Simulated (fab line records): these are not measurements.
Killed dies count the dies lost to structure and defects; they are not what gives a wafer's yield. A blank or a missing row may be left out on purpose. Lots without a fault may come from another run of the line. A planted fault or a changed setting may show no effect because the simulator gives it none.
8D (eight disciplines) problem report, filled in by code	flow gf180mcu	the parts of the form that need people (team, actions taken, sign-off) are left out

== 1. WHAT WENT WRONG ==
Mean of doseIonsCm2 at GF_VT_IMPLANT_IMPLANT_41: 1.0830e+12 across 6 wafers in 2 lots; on wafers with no fault it is 1.0132e+12 (standard deviation 9.5e+08). Relative to the usual mean, that is a shift of +74 standard deviations.
Earliest sighting: wafer L703.2 on implanter-02 at day 11 22:28. Wafers with a number at this step in the record: 42, from 14 lots. The rule behind "out" and "out of limits": a value lying over 4 standard deviations away from the usual mean. Any other wafer with a number is counted as sound.

== 2. WHAT IT IS; WHAT IT IS NOT ==
question	is	is not
which readings at this step	doseIonsCm2	-
which lots	L703, L705	L688, L689, L691, L692, L693, L694, L695, L696, L700, L707, L710, L711
which wafers of those lots	all that have a number	-
read on which tools	implanter-02	implanter-01, implanter-03
when	from day 11 22:28	up to then (27 sound wafers); but 9 sound wafers of L707, L710, L711 came after

== 3. SUSPECTS, AND WHAT RULES EACH OUT ==
Counting: a tool stays on the suspect list if, at a process step up to the reading, it processed all lots that are out and no sound lot following the first of them.
- implanter-02 at GF_VT_IMPLANT_IMPLANT_41: kept. Every lot that is out went through it, starting with L703 (day 11 22:28), and after that it ran no sound lot; the last sound lot it ran before then is L695 (day 9 12:41). Its own readings are out on those wafers: doseIonsCm2.
The count leaves implanter-02 at GF_VT_IMPLANT_IMPLANT_41.

== 4. THE CAUSE (what the simulator had put in) ==
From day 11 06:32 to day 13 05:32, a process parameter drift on implanter-02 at GF_VT_IMPLANT_IMPLANT_41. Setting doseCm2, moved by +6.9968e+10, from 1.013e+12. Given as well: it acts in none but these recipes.
This tool alone remained once counting was done.

== 5. THE CHAIN OF EFFECTS, in route order ==
One row per reading whose mean, taken over the struck wafers that have a number, lies over 3 standard deviations from the usual. Only readings for which the record gives a usual standard deviation are gone through. hours: the time from each lot's start at the first step in this table that gives one to its start at this step, as a median over the lots. sigmas: the change in usual standard deviations.
hours	step	reading	usual	on struck wafers	change	sigmas
0	GF_VT_IMPLANT_IMPLANT_41	doseIonsCm2	1.0132e+12	1.0830e+12	+6.9850e+10	+74
0	GF_VT_IMPLANT_IMPLANT_41	faradayCurrentUA	5.72	6.17	+0.45	+3.8
Process steps it contains:
- GF_VT_IMPLANT_IMPLANT_41
Later steps that measure or inspect, where all struck wafers having a row at the step show a number for every such reading and not one has moved that far: GF_M2_THK_MEAS_06.

== 6. WHAT WOULD HAVE CAUGHT IT SOONER ==
In this record no reading fell out of limits until day 11 22:28, 16 hours after the fault had begun at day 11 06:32.
